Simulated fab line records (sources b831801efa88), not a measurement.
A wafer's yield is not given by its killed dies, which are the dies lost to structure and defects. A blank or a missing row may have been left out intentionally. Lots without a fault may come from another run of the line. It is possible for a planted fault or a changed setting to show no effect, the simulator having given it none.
What tool caused it? -- flow sky130 -- 33 wafers from 11 lots sampled at 5 of the route's 708 steps

== WHAT THE GAUGES READ, wafer by wafer ==
SKY_METAL1_RS_MEAS_05: a four-point-probe measurement.
lot,measured,on,METAL1_ALCU_RS (ohm/sq)
L418,day 32 00:58,filmMetro-02,0.1265 0.1263 0.1255
L420,day 32 15:01,filmMetro-02,0.1274 0.1260 0.1271
L421,day 33 03:40,filmMetro-01,0.1264 0.1274 0.1276
L425,day 34 00:56,filmMetro-04,0.1250 0.1272 0.1255
L433,day 36 12:56,filmMetro-01,0.1248 0.1252 0.1255
L434,day 37 01:25,filmMetro-02,0.1279 0.1267 0.1283
L437,day 37 19:57,filmMetro-02,0.1257 0.1265 0.1254
L438,day 37 22:40,filmMetro-04,0.1297 0.1296 0.1299
L439,day 38 01:30,filmMetro-02,0.1246 0.1267 0.1263
L440,day 38 12:37,filmMetro-01,0.1286 0.1292 0.1283
L441,day 38 21:05,filmMetro-04,0.1277 0.1271 0.1272

SKY_METAL1_THK_MEAS_06: measures by xrf.
lot,measured,on,METAL1_ALCU_THK (nm)
L418,day 32 01:05,filmMetro-02,251 253 254
L420,day 32 15:08,filmMetro-02,250 254 250
L421,day 33 03:47,filmMetro-01,251 248 249
L425,day 34 01:03,filmMetro-04,254 249 253
L433,day 36 13:03,filmMetro-01,255 254 252
L434,day 37 01:32,filmMetro-02,251 253 251
L437,day 37 20:04,filmMetro-02,256 253 256
L438,day 37 22:46,filmMetro-04,246 246 245
L439,day 38 01:37,filmMetro-02,256 254 253
L440,day 38 12:43,filmMetro-01,247 244 249
L441,day 38 21:12,filmMetro-04,250 252 253

SKY_METAL1_CD_MEAS_15: target cd 140 nm.
lot,measured,on,cdNm (nm)
L418,day 33 01:33,cdSem-02,140.3 139.5 138.5
L420,day 33 17:39,cdSem-02,140.0 139.4 138.4
L421,day 34 06:01,cdSem-02,141.4 141.9 141.7
L425,day 35 03:52,cdSem-01,137.6 136.9 133.6
L433,day 37 15:36,cdSem-02,140.1 140.4 141.7
L434,day 38 02:43,cdSem-01,139.9 139.2 138.1
L437,day 38 23:55,cdSem-02,138.6 139.6 138.4
L438,day 39 00:03,cdSem-02,141.1 141.5 139.9
L439,day 39 02:37,cdSem-02,142.4 142.8 142.1
L440,day 39 12:37,cdSem-01,139.9 140.0 138.9
L441,day 39 21:54,cdSem-02,139.1 138.8 139.3

== WHAT TOOL EACH LOT RAN ON (gives the tool, then ch and the chambers of the sampled wafers, and finally the start) ==
lot,SKY_CONTACT_ETCH_17,SKY_METAL1_EXPOSE_12
L418,"rieDiel-01 ch 0,1, day 31 23:16","krfScanner-02 ch 0, day 32 12:51"
L420,"rieDiel-02 ch 0,2,3, day 32 13:33","krfScanner-02 ch 0, day 33 04:26"
L421,"rieDiel-01 ch 1,2, day 33 02:10","krfScanner-02 ch 0, day 33 16:56"
L425,"rieDiel-01 ch 0,1,3, day 33 23:27","krfScanner-02 ch 0, day 34 14:30"
L433,"rieDiel-03 ch 0,1,2, day 36 11:26","krfScanner-02 ch 0, day 37 02:05"
L434,"rieDiel-02 ch 0,3, day 36 23:48","krfScanner-02 ch 0, day 37 14:57"
L437,"rieDiel-02 ch 0,2,3, day 37 18:23","krfScanner-01 ch 0, day 38 11:50"
L438,"rieDiel-03 ch 0,1, day 37 21:04","krfScanner-01 ch 0, day 38 12:05"
L439,"rieDiel-03 ch 0,1, day 37 23:34","krfScanner-01 ch 0, day 38 14:45"
L440,"rieDiel-02 ch 1,2,3, day 38 11:06","krfScanner-01 ch 0, day 39 01:05"
L441,"rieDiel-01 ch 1,2,3, day 38 19:31","krfScanner-01 ch 0, day 39 09:29"
- SKY_CONTACT_ETCH_17: etches SiO2 in C4F8/O2/Ar, stops on Si3N4, target depth 340 nm.
- SKY_METAL1_EXPOSE_12: exposes mask MM1, target cd 140 nm.

== AS READ BY THE TOOLS THEMSELVES (means over the sampled wafers that have a number; for cases with no such wafer, the mark the record gives instead) ==
SKY_CONTACT_ETCH_17.
lot,tool,oesProductAu (a.u.),rfFwdPowerW (W)
L418,rieDiel-01,0.894,1483
L420,rieDiel-02,0.895,1493
L421,rieDiel-01,0.894,1488
L425,rieDiel-01,0.891,1484
L433,rieDiel-03,0.890,1486
L434,rieDiel-02,0.891,1491
L437,rieDiel-02,0.895,1494
L438,rieDiel-03,0.893,1490
L439,rieDiel-03,0.889,1486
L440,rieDiel-02,0.898,1490
L441,rieDiel-01,0.888,1486

SKY_METAL1_EXPOSE_12.
lot,tool,reticleTempC (C)
L418,krfScanner-02,22.88
L420,krfScanner-02,22.89
L421,krfScanner-02,22.88
L425,krfScanner-02,23.02
L433,krfScanner-02,22.99
L434,krfScanner-02,23.05
L437,krfScanner-01,23.02
L438,krfScanner-01,22.94
L439,krfScanner-01,23.03
L440,krfScanner-01,22.96
L441,krfScanner-01,23.04

== THE ANSWER, worked out from the rows above alone ==
Rule: the usual values come from the lots themselves. The widest of any qualifying gaps counts: lots, ordered by their means at a reading, are off when they make up no more than a third of the lots, leave a main group of 4 or more, and stand apart from it by 3 or more times the standard deviation of that group's means. Not used: any main group whose means are identical at the precision the tables above print for the reading. A lot without any number at a reading at which 4 lots or more have one is off too. Where the step has rows for the other lots, those lots are counted as sound. The gauges are gone through in route order, then the tools' own readings, and for those a lot's mean is taken as printed above. The first step at which some lot is off is used, and at that step the reading that is off furthest; a lot without a number counts as furthest.
No lot is off on any of the readings shown, so nothing can be concluded from this.

== WHAT THE SIMULATOR HAD PUT IN ==
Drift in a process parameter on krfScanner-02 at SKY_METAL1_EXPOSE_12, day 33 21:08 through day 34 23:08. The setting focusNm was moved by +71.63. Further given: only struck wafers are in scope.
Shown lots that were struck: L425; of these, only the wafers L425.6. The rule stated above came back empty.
